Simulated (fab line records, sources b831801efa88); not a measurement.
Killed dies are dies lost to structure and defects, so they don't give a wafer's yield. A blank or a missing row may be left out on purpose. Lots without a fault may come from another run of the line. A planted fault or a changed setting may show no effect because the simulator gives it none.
fab line records | flow sky130
record lots=10 wafers=30 last_day=50
route steps=708 shown VIA2@531 METAL4@630 VIA4@657 PAD_OPEN@707
lots that met no fault: from a run of the same line without faults
start_h: hours from the record's first day to the start of the lot's first wafer shown | wait_h: hours since the lot's step before | " the same as in the row above | L1.1+2: a row that stands for several wafers | - no value, or no start given | * or withheld: withheld | < > ~ a bound
route shown NAME@n: a module of which the file shows steps, and the number in the route of the first | usual: mean/standard deviation of fault-free wafers | same: alike in all rows | chamber/n: place in a boat | sites: the reading at each site | _std_site: their standard deviation | _edge_site: outer sites' mean less inner sites' | radius_mm: how far each site lies from the wafer's centre | mask NAME#n: copy n | behind: the tool/chamber that last shaped the wafer | hold: why the lot was held/for how many hours/how that ended | device: the transistor (n, p or np) that didn't switch | end of line: the same wafers' tests at the end of the route | a step without rows: its recipe alone | killed: dies lost to structure and defects at the first sort, not the wafer's yield | map: a wafer's dies, x killed, . not, _ none there
set.NAME: the setting as run; set.NAME@STEP: as run at that earlier step | model.NAME: the simulator's own value behind a step, which no gauge read
steps of the route over a sample of lots; a table a step, a row a wafer
services: from which hour (start_h, from the record's first day; less than 0 if before it) a tool's chamber was out of use, for how many hours, and why
## steps
# step SKY_VIA2_CMP_24
# recipe stop_on=SiO2 t_overpolish_s=20 down_force_psi=3.5 platen_rpm=60 target_thk_nm=0 pad_velocity_m_s=0.94248
# usual motor_current_A=10.8/1.1 overpolish_run_s=20.000/0.0084 platen_rpm=60.00/0.044 time_to_endpoint_s=104/4.4
# columns lot.wafer tool chamber start_h wait_h motor_current_A overpolish_run_s platen_rpm time_to_endpoint_s
L825.4 cmp-01 2 850.98 0.2 9.1 20.006 60.00 100
L825.6 " 3 " " 12.2 20.003 59.95 105
L825.5 " 0 " " 10.5 20.008 60.01 106
L828.4 cmp-02 3 876.28 0.0 11.7 19.991 59.95 103
L828.3 " 0 " " 9.7 20.006 60.01 100
L828.1 " 2 " " 11.4 19.984 59.96 103
L827.1 cmp-01 3 876.81 0.1 12.3 19.990 59.98 102
L827.4 " 1 " " 10.5 20.006 60.10 110
L827.6 " 3 " " 12.5 19.990 60.04 107
L829.4 cmp-02 2 887.21 0.1 12.0 19.991 59.96 104
L829.3 " 3 " " 11.3 20.007 60.03 101
L829.6 " 2 " " 12.3 20.004 59.95 100
L836.1 cmp-01 0 929.94 0.1 9.5 19.998 60.03 104
L836.4 " 1 " " 11.2 20.017 60.03 109
L836.5 " 0 " " 9.7 20.004 59.94 105
L837.4 cmp-01 2 949.31 0.0 9.0 20.004 60.01 102
L837.3 " 1 " " 10.9 19.996 60.06 111
L837.6 " 3 " " 11.9 19.994 59.99 102
L843.1 cmp-02 1 991.21 0.1 11.0 19.991 59.99 102
L843.5 " 0 " " 9.3 19.996 59.99 105
L843.6 " 1 " " 11.7 19.995 59.96 103
L846.3 cmp-01 2 1015.37 0.1 9.4 19.997 60.02 101
L846.1 " 3 " " 11.6 20.009 59.96 106
L846.6 " 2 " " 9.0 19.994 60.00 99
L847.3 cmp-01 1 1021.70 0.1 10.8 20.011 60.05 111
L847.2 " 3 " " 12.0 19.986 60.01 102
L847.6 " 0 " " 9.9 19.986 60.05 103
L848.4 cmp-02 1 1029.78 0.0 11.0 20.009 60.01 94
L848.2 " 3 " " 11.9 19.999 60.04 98
L848.1 " 0 " " 10.2 20.000 59.97 99
# step SKY_METAL4_OVL_MEAS_14
# usual METAL4_OVL=-2/4
# columns lot.wafer tool chamber start_h wait_h METAL4_OVL[nm]
L825.4 overlay-02 - 983.88 0.1 0
L825.5 " - " " 0
L825.6 " - " " 5
L828.1 overlay-02 - 1007.40 0.1 2
L828.3 " - " " -2
L828.4 " - " " -4
L827.1 overlay-01 - 1008.41 0.1 1
L827.4 " - " " 1
L827.6 " - " " 1
L829.3 overlay-01 - 1016.37 0.1 -1
L829.4 " - " " -7
L829.6 " - " " -4
L836.1 overlay-02 - 1055.30 0.1 1
L836.4 " - " " 5
L836.5 " - " " 3
L837.3 overlay-01 - 1071.11 0.1 2
L837.4 " - " " 6
L837.6 " - " " 2
L843.1 overlay-01 - 1108.01 0.1 -8
L843.5 " - " " -9
L843.6 " - " " -7
L846.1 overlay-02 - 1127.76 0.1 2
L846.3 " - " " 6
L846.6 " - " " -4
L847.2 overlay-01 - 1132.31 0.1 2
L847.3 " - " " 5
L847.6 " - " " 2
L848.1 overlay-01 - 1139.95 0.1 -5
L848.2 " - " " -5
L848.4 " - " " -13
# step SKY_VIA4_CVD_18
# recipe material=W target_thk_nm=505 time_s=152.14 temp_c=400 pressure_torr=40
# usual heater_power_w=765/44 susceptor_temp_C=399.99/0.19
# columns lot.wafer tool chamber start_h wait_h heater_power_w susceptor_temp_C
L825.4 cvd_w-01 0 1010.30 0.1 696 400.00
L825.5 " 1 " " 753 400.02
L825.6 " 0 " " 703 400.31
L828.1 cvd_w-01 0 1032.99 0.0 703 400.16
L828.3 " 0 " " 713 400.11
L828.4 " 1 " " 767 400.03
L827.1 cvd_w-02 1 1033.57 0.0 784 399.71
L827.4 " 0 " " 832 399.82
L827.6 " 1 " " 809 399.88
L829.3 cvd_w-02 1 1042.40 0.1 796 399.81
L829.4 " 0 " " 796 399.98
L829.6 " 1 " " 799 400.12
L836.1 cvd_w-01 1 1079.41 0.0 752 399.85
L836.4 " 0 " " 659 390.56
L836.5 " 1 " " 749 399.95
L837.3 cvd_w-01 1 1094.56 0.1 770 399.71
L837.4 " 0 " " 662 390.22
L837.6 " 0 " " 660 390.41
L843.1 cvd_w-02 1 1129.75 0.0 794 399.97
L843.5 " 0 " " 802 400.34
L843.6 " 1 " " 811 400.14
L846.1 cvd_w-02 0 1148.91 0.0 792 400.43
L846.3 " 1 " " 796 400.13
L846.6 " 1 " " 817 399.97
L847.2 cvd_w-02 0 1153.14 0.0 818 400.09
L847.3 " 1 " " 800 400.02
L847.6 " 1 " " 810 399.74
L848.1 cvd_w-01 1 1160.26 0.0 763 399.90
L848.2 " 0 " " 730 399.84
L848.4 " 0 " " 714 399.94
# step SKY_VIA4_RS_MEAS_19
# recipe thk_meas_gauge=four-point-probe reads=W_of_VIA4_CVD_18+TiN_of_VIA4_SPUTTER_17
# usual VIA4_W_RS=0.2261/0.0022
# columns lot.wafer tool chamber start_h wait_h VIA4_W_RS[ohm/sq]
L825.4 film_metro-04 - 1010.47 0.1 0.2239
L825.5 " - " " 0.2259
L825.6 " - " " 0.2260
L828.1 film_metro-01 - 1033.15 0.1 0.2235
L828.3 " - " " 0.2238
L828.4 " - " " 0.2253
L827.1 film_metro-03 - 1033.72 0.1 0.2248
L827.4 " - " " 0.2264
L827.6 " - " " 0.2282
L829.3 film_metro-04 - 1042.54 0.1 0.2226
L829.4 " - " " 0.2217
L829.6 " - " " 0.2233
L836.1 film_metro-01 - 1079.56 0.1 0.2264
L836.4 " - " " 0.2696
L836.5 " - " " 0.2262
L837.3 film_metro-03 - 1094.70 0.1 0.2301
L837.4 " - " " 0.2707
L837.6 " - " " 0.2722
L843.1 film_metro-01 - 1129.90 0.1 0.2273
L843.5 " - " " 0.2287
L843.6 " - " " 0.2257
L846.1 film_metro-04 - 1149.07 0.1 0.2297
L846.3 " - " " 0.2254
L846.6 " - " " 0.2249
L847.2 film_metro-03 - 1153.32 0.1 0.2306
L847.3 " - " " 0.2219
L847.6 " - " " 0.2267
L848.1 film_metro-01 - 1160.41 0.1 0.2283
L848.2 " - " " 0.2256
L848.4 " - " " 0.2244
# step SKY_VIA4_THK_MEAS_20
# recipe thk_meas_gauge=xrf reads=W_of_VIA4_CVD_18
# usual VIA4_W_THK=496/5.4
# columns lot.wafer tool chamber start_h wait_h VIA4_W_THK[nm]
L825.4 film_metro-04 - 1010.56 0.1 500
L825.5 " - " " 495
L825.6 " - " " 494
L828.1 film_metro-01 - 1033.27 0.1 507
L828.3 " - " " 501
L828.4 " - " " 501
L827.1 film_metro-03 - 1033.84 0.1 500
L827.4 " - " " 496
L827.6 " - " " 491
L829.3 film_metro-04 - 1042.64 0.1 505
L829.4 " - " " 511
L829.6 " - " " 504
L836.1 film_metro-01 - 1079.68 0.1 492
L836.4 " - " " 417
L836.5 " - " " 496
L837.3 film_metro-03 - 1094.80 0.1 493
L837.4 " - " " 417
L837.6 " - " " 414
L843.1 film_metro-01 - 1130.02 0.1 494
L843.5 " - " " 495
L843.6 " - " " 496
L846.1 film_metro-04 - 1149.19 0.1 486
L846.3 " - " " 499
L846.6 " - " " 496
L847.2 film_metro-03 - 1153.43 0.1 487
L847.3 " - " " 509
L847.6 " - " " 494
L848.1 film_metro-01 - 1160.53 0.1 491
L848.2 " - " " 497
L848.4 " - " " 500
# step SKY_VIA4_CMP_21
# recipe stop_on=SiO2 t_overpolish_s=25 down_force_psi=3.5 platen_rpm=60 target_thk_nm=0 pad_velocity_m_s=0.94248
# usual motor_current_A=10.8/1.2 platen_rpm=60.00/0.045 time_to_endpoint_s=122/5
# columns lot.wafer tool chamber start_h wait_h motor_current_A platen_rpm time_to_endpoint_s
L825.4 cmp-01 1 1010.74 0.2 11.1 60.03 132
L825.6 " 2 " " 9.0 60.01 120
L825.5 " 3 " " 12.7 59.96 122
L828.1 cmp-02 1 1033.36 0.1 10.9 59.97 114
L828.3 " 2 " " 12.6 59.96 122
L828.4 " 3 " " 11.1 60.10 116
L827.4 cmp-02 1 1033.90 0.0 11.1 60.09 116
L827.1 " 2 " " 12.4 60.03 121
L827.6 " 1 " " 11.1 60.01 113
L829.4 cmp-01 0 1042.78 0.1 9.5 59.99 121
L829.3 " 1 " " 10.7 60.01 131
L829.6 " 3 " " 11.5 59.96 122
L836.1 cmp-01 3 1079.74 0.1 12.0 59.95 119
L836.4 " 2 " " 9.7 59.98 97
L836.5 " 0 " " 9.5 59.99 123
L837.3 cmp-01 1 1094.88 0.1 11.4 60.01 132
L837.4 " 2 " " 8.8 59.98 104
L837.6 " 2 " " 9.2 59.93 104
L843.1 cmp-02 1 1130.08 0.1 11.5 59.94 116
L843.5 " 1 " " 11.0 59.97 118
L843.6 " 2 " " 11.9 60.01 122
L846.1 cmp-02 1 1149.55 0.4 10.9 59.89 114
L846.3 " 2 " " 12.2 60.01 125
L846.6 " 1 " " 11.2 59.97 115
L847.2 cmp-01 2 1153.93 0.5 8.9 60.02 121
L847.3 " 3 " " 12.3 60.00 127
L847.6 " 2 " " 8.5 59.98 120
L848.2 cmp-02 1 1160.64 0.1 11.2 59.93 116
L848.4 " 2 " " 12.5 59.98 125
L848.1 " 3 " " 11.5 60.00 124
# step SKY_PAD_OPEN_BOW_MEAS_13
# recipe mode=bow
# usual PAD_OPEN_BOW=48/10
# columns lot.wafer tool chamber start_h wait_h PAD_OPEN_BOW[um]
L825.4 film_metro-01 - 1081.00 - 44
L825.5 " - " " 46
L825.6 " - " " 41
L828.1 film_metro-01 - 1103.39 - 28
L828.3 " - " " 40
L828.4 " - " " 40
L827.1 film_metro-02 - 1103.78 - 50
L827.4 " - " " 38
L827.6 " - " " 51
L829.3 film_metro-03 - 1110.07 - 49
L829.4 " - " " 49
L829.6 " - " " 54
L836.1 film_metro-01 - 1144.13 - 26
L836.4 " - " " 28
L836.5 " - " " 19
L837.3 film_metro-01 - 1157.86 - 55
L837.4 " - " " 50
L837.6 " - " " 34
L843.1 film_metro-03 - 1187.84 - 37
L843.5 " - " " 54
L843.6 " - " " 48
L846.1 film_metro-01 - 1204.41 - 45
L846.3 " - " " 56
L846.6 " - " " 44
L847.2 film_metro-01 - 1207.26 - 46
L847.3 " - " " 44
L847.6 " - " " 41
L848.1 film_metro-01 - 1211.44 - 42
L848.2 " - " " 49
L848.4 " - " " 50
## services
# columns tool chamber start_h hours kind
cmp-02 - 831.39 3.8 repair
cmp-02 - 837.04 22.1 repair
cvd_w-01 - 860.29 28.1 pm
cvd_w-02 - 887.37 3.7 repair
cmp-01 - 901.02 0.4 repair
cvd_w-01 - 904.00 14.0 pm
cmp-01 - 911.82 1.1 repair
cmp-02 - 912.41 4.0 pm
cmp-01 - 916.41 6.4 pm
cvd_w-02 0 927.33 9.6 repair
cvd_w-01 1 971.38 4.8 repair
cmp-01 - 981.64 1.1 repair
cmp-02 - 1006.37 0.3 repair
cmp-02 - 1010.78 0.5 repair
cvd_w-01 - 1056.48 1.3 repair
cvd_w-01 - 1069.77 2.8 pm
cvd_w-02 - 1073.59 2.8 pm
cvd_w-01 0 1081.79 3.5 repair
cmp-01 - 1084.39 4.0 pm
cvd_w-01 1 1084.95 4.8 repair
cvd_w-02 - 1088.03 1.9 repair
cmp-01 - 1088.39 - consumable_replace:conditioner
cmp-02 - 1130.93 3.2 repair
cmp-02 - 1152.91 2.4 pm
## key
first_sign step=SKY_VIA4_CVD_18 reading=susceptor_temp_C direction=down sigmas=49 usual=* struck=*
effect step=SKY_VIA4_CVD_18 reading=heater_power_w direction=down sigmas=2.4 usual=* struck=*
effect step=SKY_VIA4_RS_MEAS_19 reading=VIA4_W_RS direction=up sigmas=20 usual=0.2261 struck=0.2708
effect step=SKY_VIA4_THK_MEAS_20 reading=VIA4_W_THK direction=down sigmas=15 usual=496 struck=416
effect step=SKY_VIA4_CMP_21 reading=time_to_endpoint_s direction=down sigmas=4.1 usual=* struck=*
met_at SKY_VIA4_CVD_18
struck_lots L836,L837
struck_wafers L836.4,L837.4,L837.6
not_acting_at SKY_VIA2_CMP_24,SKY_METAL4_OVL_MEAS_14,SKY_PAD_OPEN_BOW_MEAS_13
onset_between 1032.99 1079.41
fault kind=process_parameter_drift tool=cvd_w-01 chamber=0 onset_h=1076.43 steps=SKY_VIA4_CVD_18 channel=temp_c offset=* shape=step end_h=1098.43 acts_in=* stated=*
